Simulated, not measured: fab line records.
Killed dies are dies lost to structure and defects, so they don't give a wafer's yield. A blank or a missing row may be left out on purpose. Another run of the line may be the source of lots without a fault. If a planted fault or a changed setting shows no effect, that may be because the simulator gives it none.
Code-filled problem report in 8D (eight disciplines) form ; flow gf180mcu ; the parts of the form that need people (team, actions taken, sign-off) are left out

## 1. THE ISSUE
Mean of run length s at GF_PASSIVATION_ETCH_11: 613.8 s across 4 wafers in 3 lots; on wafers with no fault it is 481.9 s (standard deviation 0.4). So: +99 or more standard deviations from the usual mean.
The step: etches the open film in CF4/O2, stops on TiN, target depth 2040 nm, time 453.3 s.
First seen on wafer L884.1, day 32 09:29, on rie diel-01. Wafers with a number at this step in the record: 35, from 12 lots. Rule for "out" (also "out of limits"): further than 4 standard deviations from the usual mean. The other wafers with a number count as sound.

## 2. WHAT IT IS; WHAT IT IS NOT
question;is;is not
which readings at this step;run length s, oes product au;drypump motor current A
which lots;L884, L885, L887;L874, L875, L876, L880, L881, L882, L893, L894, L895
which wafers of those lots;L884.1, L885.1, L885.3, L887.3;L884.5, L884.6, L885.5, L887.2
read on which tools;rie diel-01;rie diel-03, rie diel-04
when;from day 32 09:29;"up to then (20 sound wafers); but 11 sound wafers of L885, L887, L893, L894, L895 came after"

## 3. SUSPECTS, AND WHAT RULES EACH OUT
Counting: a tool at a process step up to the reading stays a suspect if it ran every lot that is out. Sound lots after the first of them don't rule it out here, since some wafers of a struck lot are sound.
- rie diel-01 at GF_PASSIVATION_ETCH_11 (etches the open film in CF4/O2, stops on TiN, target depth 2040 nm, time 453.3 s): kept. Every lot that is out went through it, the first being L884 (day 32 09:29); the last sound lot it ran before that was L882 (day 31 23:53). Its own oes product au, run length s readings are out on those wafers.
After counting, what remains is rie diel-01 at GF_PASSIVATION_ETCH_11.

## 4. THE CAUSE (what the simulator had put in)
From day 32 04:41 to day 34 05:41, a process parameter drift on rie diel-01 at GF_PASSIVATION_ETCH_11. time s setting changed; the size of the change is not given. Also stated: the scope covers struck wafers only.
After counting, this tool was the only one left.

## 5. THE EFFECT CHAIN, in route order
Each row: a reading where the mean over the struck wafers with a number is more than 3 standard deviations away from the usual. Only readings for which the record gives a usual standard deviation are gone through. hours: the time from each lot's start at the first step in this table that gives one to its start at this step, as a median over the lots. sigmas: the change in usual standard deviations.
hours;step;reading;usual;on struck wafers;change;sigmas
0;GF_PASSIVATION_ETCH_11;oes product au;0.991 a.u.;0.862;-0.129;-21
0;GF_PASSIVATION_ETCH_11;run length s;481.9 s;613.8;+131.9;+99 or more
0;GF_PASSIVATION_ETCH_11;throttle valve pct;5.968 %;5.932;-0.036;-4.4
0;GF_PASSIVATION_STRIP_12;strip time to endpoint s;32.95 s;28.49;-4.46;-17
Process steps it contains:
- GF_PASSIVATION_ETCH_11: etches the open film in CF4/O2, stops on TiN, target depth 2040 nm, time 453.3 s.
- GF_PASSIVATION_STRIP_12: strips in O2/N2.

## 6. HOW IT WOULD HAVE BEEN CAUGHT EARLIER
The fault began at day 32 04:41; the first out-of-limits reading in this record came at day 32 09:29, 5 hours later.
